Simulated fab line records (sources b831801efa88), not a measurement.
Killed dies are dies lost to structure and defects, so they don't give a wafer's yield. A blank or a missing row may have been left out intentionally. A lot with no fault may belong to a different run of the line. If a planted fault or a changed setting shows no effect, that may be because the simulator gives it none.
A struck lot beside a sound one | flow sfqLine | 29 steps out of a route of 325
Sound: these wafers, L421.1, L421.2, L421.5. Struck: wafers L415.1, L415.4, L415.6. Last of all comes the cause.
For every step that has rows: the tool of each side, followed by ch and its chambers, followed by its first start. Under that, the readings that differ: sound wafers | struck wafers | difference of the means | sigmas: that difference in standard deviations of wafers without a fault.
alike: readings whose means differ by less than 2 such deviations, and words and numbers that are the same on both sides. not compared: withheld readings, readings that some wafer has no value for, bounds like >300 that may hide the same value, and numbers for which the record gives no deviation and whose values overlap.
The two part at a step that has a row with sigmas, a row that says differs or no value, or rows on one side only. Numbers that don't overlap but have no deviation are shown without sigmas and don't part them. A reading missing from all wafers of one side parts the sides only when that side holds two or more wafers.

first, 2 steps without rows for these wafers: SFQ_TRILAYER_C5_STRIP_SOLV_CLEAN_156 (cleans in NMP, time 600 s); SFQ_TRILAYER_M6_DEP_PRE_CLEAN_158 (time 22.5 s).
SFQ_TRILAYER_M6_DEP_SPUTTER_157: material Nb, target thk 200 nm, time 133.3 s.
  sound: pvdSputter-04 at day 72 06:28; struck: pvdSputter-04 at day 70 15:50
  alike: basePressurePa, throttleValvePct
SFQ_M6_RS_MEAS_938: uses a four-point probe to measure.
  sound: filmMetro-03 at day 72 06:34; struck: filmMetro-04 at day 70 15:55
  alike: M6_NB_RS
then, 6 steps without rows for these wafers: SFQ_TRILAYER_M6_LITHO_COAT_164 (resist thk 62 nm); SFQ_TRILAYER_M6_LITHO_COAT_159 (resist thk 600 nm); SFQ_TRILAYER_M6_LITHO_SOFTBAKE_163; SFQ_TRILAYER_M6_LITHO_EXPOSE_160 (exposes mask M6, target cd 500 nm); SFQ_TRILAYER_M6_LITHO_PEB_162 (peb time 60 s); SFQ_TRILAYER_M6_LITHO_DEVELOP_161 (time 60 s).
-- the record jumps here: 4 days lie between the struck wafers' starts before and after --
SFQ_M6_OVL_MEAS_940:
  sound: overlay-01 at day 76 11:47; struck: overlay-02 at day 74 16:40
  alike: M6_OVL
SFQ_TRILAYER_M6_BARC_OPEN_METAL_ETCH_206: etches BARC in O2, target depth 125 nm, time 41.7 s.
  sound on rieMetal-04 ch 0,1, day 76 11:49; struck on rieMetal-03 ch 0, day 74 16:43
  no value came back on the struck wafers for biasW (W), chamberPressureMTorr (mTorr), drypumpMotorCurrentA (A), oesProductAu (a.u.); on the sound wafers biasW (W) reads 79.38 79.81 80.33
reading                                            | sound             | struck            | difference | sigmas
model.KrF_of_TRILAYER_M6_LITHO_COAT_159.thkNm (nm) | 523.8 525.3 526.2 | 575.1 573.8 573.7 | +49.1      | 
  not compared: rfHoursCounterH
SFQ_TRILAYER_M6_ETCH_METAL_ETCH_162: etches Nb in Cl2/Ar, stops on SiO2, target depth 240 nm, time 120 s.
  sound on rieMetal-04 ch 0,1, day 76 11:53; struck on rieMetal-03 ch 0, day 74 16:50
reading                                            | sound             | struck            | difference | sigmas
oesProductAu (a.u.)                                | 0.885 0.883 0.894 | 0.379 0.374 0.373 | -0.512     | -75
model.KrF_of_TRILAYER_M6_LITHO_COAT_159.thkNm (nm) | 384.4 388 388.5   | 432.5 431.4 431.3 | +44.8      | 
  alike: biasW, chamberPressureMTorr, drypumpMotorCurrentA
  not compared: rfHoursCounterH
then, 2 steps without rows for these wafers: SFQ_TRILAYER_M6_STRIP_STRIP_163 (strips in O2); SFQ_TRILAYER_M6_STRIP_SOLV_CLEAN_164 (cleans in NMP, time 600 s).
SFQ_TRILAYER_I6_DEP_PECVD_165: deposits SiO2 from SiH4/N2O, time 111.11 s, target thk 500 nm.
  sound on pecvd-04 ch 0,2, day 76 12:47; struck on pecvd-02 ch 0,1,2, day 74 18:27
  alike: heaterPowerW, throttleValvePct
then, 1 step without rows for these wafers: SFQ_TRILAYER_I6_CMP_CMP_166 (polishes SiO2).
SFQ_I6_BOW_MEAS_941:
  sound: filmMetro-03 at day 77 09:59; struck: filmMetro-04 at day 76 05:56
  alike: I6_BOW
SFQ_TRILAYER_I6_METRO_MEASURE_167:
  sound: filmMetro-03 at day 77 10:06; struck: filmMetro-04 at day 76 06:03
  alike: thkNm
then, 3 steps without rows for these wafers: SFQ_TRILAYER_I6_VIA_LITHO_COAT_174 (resist thk 62 nm); SFQ_TRILAYER_I6_VIA_LITHO_COAT_169 (resist thk 650 nm); SFQ_TRILAYER_I6_VIA_LITHO_SOFTBAKE_173.
-- the record jumps here: 4 days lie between the struck wafers' starts before and after --
SFQ_TRILAYER_I6_VIA_LITHO_EXPOSE_170: exposes mask I6, target cd 700 nm.
  sound on krfScanner-01 ch 0, day 81 04:56; struck on krfScanner-02, day 79 19:17
  no value came back on the struck wafers for exposureDoseMJCm2, focusOffsetNm (nm); on the sound wafers exposureDoseMJCm2 reads 21.319 21.301 21.306
  alike: mask
then, 2 steps without rows for these wafers: SFQ_TRILAYER_I6_VIA_LITHO_PEB_172 (peb time 60 s); SFQ_TRILAYER_I6_VIA_LITHO_DEVELOP_171 (time 60 s).
SFQ_I6_OVL_MEAS_942:
  sound: overlay-02 at day 81 06:26; struck: overlay-02 at day 79 20:47
reading     | sound  | struck | difference                    | sigmas
I6_OVL (nm) | 5 11 7 | - - -  | no value on the struck wafers | 
SFQ_TRILAYER_I6_VIA_BARC_OPEN_VIA_ETCH_235: etches BARC in O2, target depth 125 nm, time 41.7 s.
  sound on rieDiel-03 ch 1,2,3, day 81 06:28; struck on rieDiel-03 ch 0,3, day 79 20:49
  alike: biasW, chamberPressureMTorr, drypumpMotorCurrentA, oesProductAu
  not compared: rfHoursCounterH
SFQ_TRILAYER_I6_VIA_ETCH_VIA_ETCH_172: etches SiO2 in CHF3, stops on Nb, target depth 260 nm.
  sound on rieDiel-03 ch 1,2,3, day 81 06:31; struck on rieDiel-03 ch 0,3, day 79 20:51
reading             | sound             | struck            | difference | sigmas
oesProductAu (a.u.) | 0.852 0.858 0.860 | 0.373 0.378 0.377 | -0.481     | -94
  alike: biasW, chamberPressureMTorr, drypumpMotorCurrentA
SFQ_TRILAYER_I6_VIA_STRIP_STRIP_173: strips in O2.
  sound on rieMetal-03 ch 0,1, day 81 06:38; struck on rieMetal-02 ch 0, day 79 20:58
  alike: drypumpMotorCurrentA, oesProductAu
  not compared: rfHoursCounterH

WHERE THEY PART
Last at SFQ_TRILAYER_I6_VIA_ETCH_VIA_ETCH_172 as far as this record goes, first at SFQ_TRILAYER_M6_BARC_OPEN_METAL_ETCH_206. Later steps at which nothing parts them and some readings are alike: SFQ_TRILAYER_I6_VIA_STRIP_STRIP_173.

WHY: what the simulator had put in
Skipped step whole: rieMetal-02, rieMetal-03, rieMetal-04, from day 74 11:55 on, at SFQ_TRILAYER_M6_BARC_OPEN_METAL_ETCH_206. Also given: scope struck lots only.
